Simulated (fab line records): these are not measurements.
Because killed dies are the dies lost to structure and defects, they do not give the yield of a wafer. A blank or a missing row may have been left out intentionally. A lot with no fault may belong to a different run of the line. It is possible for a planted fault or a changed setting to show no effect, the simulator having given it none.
Struck lot and sound lot, side by side + flow sky130 + 37 out of 708 route steps
Sound: these wafers, L385.1, L385.4, L385.5. Struck: wafer L378.1 (left out: L378.4, L378.5 of the same lot, which were not struck); the cause appears at the end.
For every step that has rows: the tool of each side, followed by ch and its chambers, followed by its first start. Under that, the readings that differ: sound wafers + struck wafers + difference of the means + sigmas: that difference in standard deviations of wafers without a fault.
alike: words and numbers the same on both sides, and readings whose means are apart by under 2 such deviations; not compared: readings that were withheld, readings missing a value for some wafer, numbers with overlapping values and no deviation given by the record, and bounds like >300 which may hide the same value.
The two part at a step that has a row with sigmas, a row that says differs or no value, or rows on one side only. Numbers that have no deviation but don't overlap get no sigmas and don't part them. A reading missing from all wafers of one side parts the sides only when that side holds two or more wafers.

first, 10 steps without rows for these wafers: SKY_VIA3_ETCH_15 (etches SiO2 in C4F8/O2/Ar, stops on TiN, target depth 507 nm, time 78 s); SKY_VIA3_STRIP_16 (strips in O2/N2); SKY_VIA3_STRIP_17 (strips in post etch residue remover, time 1200 s); SKY_VIA3_CLEAN_18 (cleans in IPA, time 180 s); SKY_VIA3_CLEAN_19 (cleans in O3/DIW); SKY_VIA3_SPUTTER_20 (material TiN, target thk 20 nm, time 80 s); SKY_VIA3_CVD_21 (deposits W, target thk 390 nm, time 117.31 s); SKY_VIA3_CMP_24 (polishes, stops on SiO2, t overpolish 20 s, target thk 0 nm); SKY_METAL4_SPUTTER_00 (material Ti, target thk 15 nm, time 10 s); SKY_METAL4_SPUTTER_01 (material TiN, target thk 20 nm, time 16.7 s).
SKY_METAL4_SPUTTER_02: material AlCu, target thk 735 nm, time 39.1 s.
  sound on pvd_sputter-03, day 45 19:13; struck on pvd_sputter-02, day 43 21:35
| reading                                     | sound           | struck | difference | sigmas |
|---------------------------------------------|-----------------|--------|------------|--------|
| model.AlCu_of_METAL4_SPUTTER_02.thk_nm (nm) | 728 727.2 738.1 | 819    | +88        |        |
  alike: chamber_pressure_pa, throttle_valve_pct
then, 24 steps without rows for these wafers: SKY_METAL4_SPUTTER_03 (material Ti, target thk 5 nm, time 3.3 s); SKY_METAL4_SPUTTER_04 (material TiN, target thk 70 nm, time 58.3 s); SKY_CAP2M_CVD_00 (deposits SiO2, target thk 15.5 nm); SKY_CAP2M_SPUTTER_02 (material TiN, target thk 200 nm, time 166.7 s); SKY_CAP2M_DEHYDRATE_05 (time 60 s); SKY_CAP2M_HMDS_06 (prime time 60 s); SKY_CAP2M_COAT_07 (resist thk 1140 nm); SKY_CAP2M_SOFTBAKE_08 (time 60 s); SKY_CAP2M_EXPOSE_09 (exposes mask CAP2M, target cd 1000 nm); SKY_CAP2M_PEB_10; SKY_CAP2M_DEVELOP_11 (develop time 60 s); SKY_CAP2M_METAL_ETCH_13 (etches TiN in Cl2/BCl3, stops on SiO2, target depth 220 nm, time 62.9 s); SKY_CAP2M_STRIP_14 (strips in O2/N2); SKY_CAP2M_STRIP_15 (strips in post etch residue remover, time 1200 s); SKY_CAP2M_CLEAN_16 (cleans in IPA, time 180 s); SKY_CAP2M_CLEAN_17 (cleans in O3/DIW); SKY_METAL4_DEHYDRATE_05 (time 60 s); SKY_METAL4_HMDS_06 (prime time 60 s); SKY_METAL4_COAT_07 (resist thk 60 nm); SKY_METAL4_COAT_08 (resist thk 1140 nm); SKY_METAL4_SOFTBAKE_09 (time 90 s); SKY_METAL4_EXPOSE_10 (exposes mask MM4, target cd 300 nm); SKY_METAL4_PEB_11; SKY_METAL4_DEVELOP_12 (develop time 60 s).
SKY_METAL4_METAL_ETCH_18: etches the open film in Cl2/BCl3, stops on SiO2, target depth 845 nm, time 183.1 s.
  sound on rie_metal-03 ch 1, day 47 13:06; struck on rie_metal-03 ch 1, day 45 18:39
| reading               | sound             | struck | difference | sigmas |
|-----------------------|-------------------|--------|------------|--------|
| oes_product_au (a.u.) | 0.857 0.860 0.866 | 0.916  | +0.055     | +8     |
  alike: chamber_pressure_mTorr, drypump_motor_current_A, throttle_valve_pct
  not compared: rf_hours_counter_h
-- the record jumps here: 3 days lie between the struck wafers' starts before and after (it left off in module METAL4 and takes up again in module PAD_OPEN, whose first step shown is number 708 of the route) --
SKY_PAD_OPEN_PROBE_99:
  sound on prober-01, day 50 17:36; struck on prober-02, day 49 05:07
| reading                      | sound                   | struck  | difference | sigmas |
|------------------------------|-------------------------|---------|------------|--------|
| defect_limited_yield (%)     | 81.3 80.5 80.5          | 85.2    | +4.4       | +2     |
| killed_dies                  | 92 96 96                | 73      | -22        | -2     |
| model.etest.met4.line_ohm_um | 0.1439 0.1441 0.1391    | 0.1225  | -0.0199    |        |
| model.etest.met4.rs_ohm_sq   | 0.04238 0.04292 0.04274 | 0.03792 | -0.00476   |        |
  alike: killed_at_M0_to_M3, killed_at_M4_up, killed_at_contacts, killed_at_front_end, killed_at_other, killed_open, killed_short

## WHERE THEY PART
Last at SKY_PAD_OPEN_PROBE_99 as far as this record goes, first at SKY_METAL4_METAL_ETCH_18.

WHY: what the simulator had put in
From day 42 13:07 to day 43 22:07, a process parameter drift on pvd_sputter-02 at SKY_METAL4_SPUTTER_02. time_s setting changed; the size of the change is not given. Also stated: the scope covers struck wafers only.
